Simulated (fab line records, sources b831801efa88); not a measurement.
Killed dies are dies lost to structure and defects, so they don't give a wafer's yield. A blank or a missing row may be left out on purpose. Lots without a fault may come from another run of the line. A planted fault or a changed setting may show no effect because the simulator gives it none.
A struck lot beside a sound one | flow gf180mcu | 37 steps out of a route of 602
Sound: wafers L982.2, L982.3, L982.5. Struck: wafer L986.4. (L986.3, L986.6 of the same lot were not struck and are left out.) The cause comes at the end.
At each step with rows: each side's tool, then ch and its chambers, then its first start. Under that, the readings that differ: sound wafers | struck wafers | difference of the means | sigmas: that difference in standard deviations of wafers without a fault.
alike: readings whose means differ by less than 2 such deviations, and words and numbers that are the same on both sides. not compared: withheld readings, readings that some wafer has no value for, bounds like >300 that may hide the same value, and numbers for which the record gives no deviation and whose values overlap.
The two part at a step that has a row with sigmas, a row that says differs or no value, or rows on one side only. Numbers that don't overlap but have no deviation are shown without sigmas and don't part them. A reading that every wafer of one side lacks parts them only if that side has two wafers or more.

first, 2 steps without rows for these wafers: GF_M3_PEB_12 (peb time 90 s); GF_M3_DEVELOP_13 (develop time 60 s).
GF_M3_CD_MEAS_14: target cd 280 nm.
  sound on cd_sem-02, day 24 15:58; struck on cd_sem-01, day 26 05:29
  alike: cd_nm
GF_M3_OVL_MEAS_15:
  sound on overlay-02, day 24 16:04; struck on overlay-02, day 26 05:34
  alike: M3_OVL
then, 5 steps without rows for these wafers: GF_M3_METAL_ETCH_16 (etches the open film in Cl2/BCl3, stops on SiO2, target depth 627.5 nm, time 104.6 s); GF_M3_STRIP_17 (strips in O2/N2); GF_M3_STRIP_18 (strips in post etch residue remover, time 1200 s); GF_M3_CLEAN_19 (cleans in DIW); GF_V3_CVD_00 (deposits SiO2, target thk 600 nm, time 100 s).
GF_V3_THK_MEAS_01:
  sound on film_metro-02, day 24 16:49; struck on film_metro-02, day 26 06:29
  alike: V3_CVD_00_THK
then, 1 step without rows for these wafers: GF_V3_CVD_02 (deposits SiO2 from TEOS, target thk 850 nm, time 94.851 s).
GF_V3_THK_MEAS_03:
  sound on film_metro-04, day 24 16:57; struck on film_metro-01, day 26 06:37
  alike: V3_CVD_02_THK
GF_V3_CMP_04: polishes SiO2.
  sound on cmp-01 ch 0,1,3, day 24 17:03; struck on cmp-01 ch 0, day 26 06:42
  reading                             | sound           | struck | difference | sigmas
  time_to_endpoint_s (s)              | 68 68 81        | 24     | -48        | -8
  model.SiO2_of_V3_CVD_02.thk_nm (nm) | 631.8 631.4 633 | 790.4  | +158.3     |
  alike: motor_current_A, slurry_flow_ml_min
GF_V3_BOW_MEAS_05:
  sound on film_metro-04, day 24 17:19; struck on film_metro-02, day 26 06:59
  alike: V3_BOW
then, 8 steps without rows for these wafers: GF_V3_DEHYDRATE_06 (time 60 s); GF_V3_HMDS_07 (prime time 60 s); GF_V3_COAT_08; GF_V3_COAT_09 (resist thk 1000 nm); GF_V3_SOFTBAKE_10 (time 60 s); GF_V3_EXPOSE_11 (exposes mask Via3, target cd 260 nm); GF_V3_PEB_12 (peb time 90 s); GF_V3_DEVELOP_13 (develop time 60 s).
GF_V3_CD_MEAS_14: target cd 260 nm.
  sound on cd_sem-01, day 25 15:17; struck on cd_sem-01, day 27 03:19
  alike: cd_nm
GF_V3_OVL_MEAS_15:
  sound on overlay-01, day 25 15:23; struck on overlay-01, day 27 03:24
  reading     | sound  | struck | difference | sigmas
  V3_OVL (nm) | 8 -2 0 | -15    | -17        | -3
GF_V3_ETCH_16: etches BARC in N2/H2.
  sound on rie_diel-04 ch 0,2,3, day 25 15:25; struck on rie_diel-03 ch 3, day 27 03:25
  reading                     | sound       | struck | difference | sigmas
  drypump_motor_current_A (A) | 6.0 5.1 5.7 | 6.3    | +0.7       | +2
  alike: h2_flow_sccm, oes_product_au, throttle_valve_pct
GF_V3_ETCH_17: etches SiO2 in C4F8/O2/Ar, stops on TiN, target depth 635 nm.
  sound on rie_diel-04 ch 0,2,3; struck on rie_diel-03 ch 3
  reading                        | sound             | struck | difference | sigmas
  oes_product_au (a.u.)          | 0.860 0.854 0.854 | 0.972  | +0.116     | +26
  model.V3.feature_depth_nm (nm) | 631.8 631.4 633   | 790.4  | +158.3     |
  model.etch.depth_nm (nm)       | 631.8 631.4 633   | 790.4  | +158.3     |
then, 3 steps without rows for these wafers: GF_V3_STRIP_18 (strips in O2/N2); GF_V3_STRIP_19 (strips in post etch residue remover, time 1200 s); GF_V3_CLEAN_20 (cleans in DIW).
GF_V3_SPUTTER_21: material Ti, target thk 15 nm, time 80.02 s.
  sound on pvd_sputter-03, day 25 16:05; struck on pvd_sputter-01, day 27 04:07
  alike: throttle_valve_pct
GF_V3_SPUTTER_22: material TiN, target thk 10 nm, time 40 s.
  sound on pvd_sputter-03, day 25 16:09; struck on pvd_sputter-01, day 27 04:11
  alike: throttle_valve_pct
GF_V3_CVD_23: deposits W, target thk 350 nm, time 104.9 s.
  sound on cvd_w-01 ch 0,1, day 25 16:11; struck on cvd_w-01 ch 0, day 27 04:16
  alike: heater_power_outer_w, heater_power_w
GF_V3_RS_MEAS_24: measures by four-point-probe.
  sound on film_metro-04, day 25 16:19; struck on film_metro-01, day 27 04:23
  alike: V3_W_RS
GF_V3_THK_MEAS_25: measures by xrf.
  sound on film_metro-04, day 25 16:26; struck on film_metro-01, day 27 04:29
  alike: V3_W_THK
GF_V3_CMP_26: polishes, stops on SiO2, t overpolish 15 s, target thk 0 nm.
  sound on cmp-02 ch 0,1,3, day 25 16:29; struck on cmp-02 ch 0, day 27 04:34
  reading                             | sound           | struck | difference | sigmas
  model.SiO2_of_V3_CVD_02.thk_nm (nm) | 628 627.6 629.2 | 786.6  | +158.3     |
  alike: motor_current_A, slurry_flow_ml_min
GF_M4_SPUTTER_00: material Ti, target thk 37.5 nm, time 150 s.
  sound on pvd_sputter-02, day 25 16:47; struck on pvd_sputter-02, day 27 04:49
  alike: throttle_valve_pct
-- the record jumps here: 6 days lie between the struck wafers' starts before and after (it left off in module M4 and takes up again in module PASSIVATION, whose first step shown is number 602 of the route) --
GF_PASSIVATION_PROBE_99:
  sound on prober-01, day 31 17:52; struck on prober-02, day 32 23:38
  reading                               | sound                | struck | difference | sigmas
  model.etest.via3_chain.rc_ohm         | 6.337 6.338 5.9      | 11.82  | +5.63      |
  model.etest.met4_comb.leak_log10_a_um | -11.92 -12.11 -12.01 | -11.39 | +0.62      |

WHERE THEY PART
First at GF_V3_CMP_04; last, within this record, at GF_V3_ETCH_17. Later steps at which nothing parts them and some readings are alike: GF_V3_SPUTTER_21, GF_V3_SPUTTER_22, GF_V3_CVD_23, GF_V3_RS_MEAS_24, GF_V3_THK_MEAS_25, GF_V3_CMP_26, GF_M4_SPUTTER_00.

WHY: what the simulator had put in
Process parameter drift: cmp-01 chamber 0, from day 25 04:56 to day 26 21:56, at GF_V3_CMP_04. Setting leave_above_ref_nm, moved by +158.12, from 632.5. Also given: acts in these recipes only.
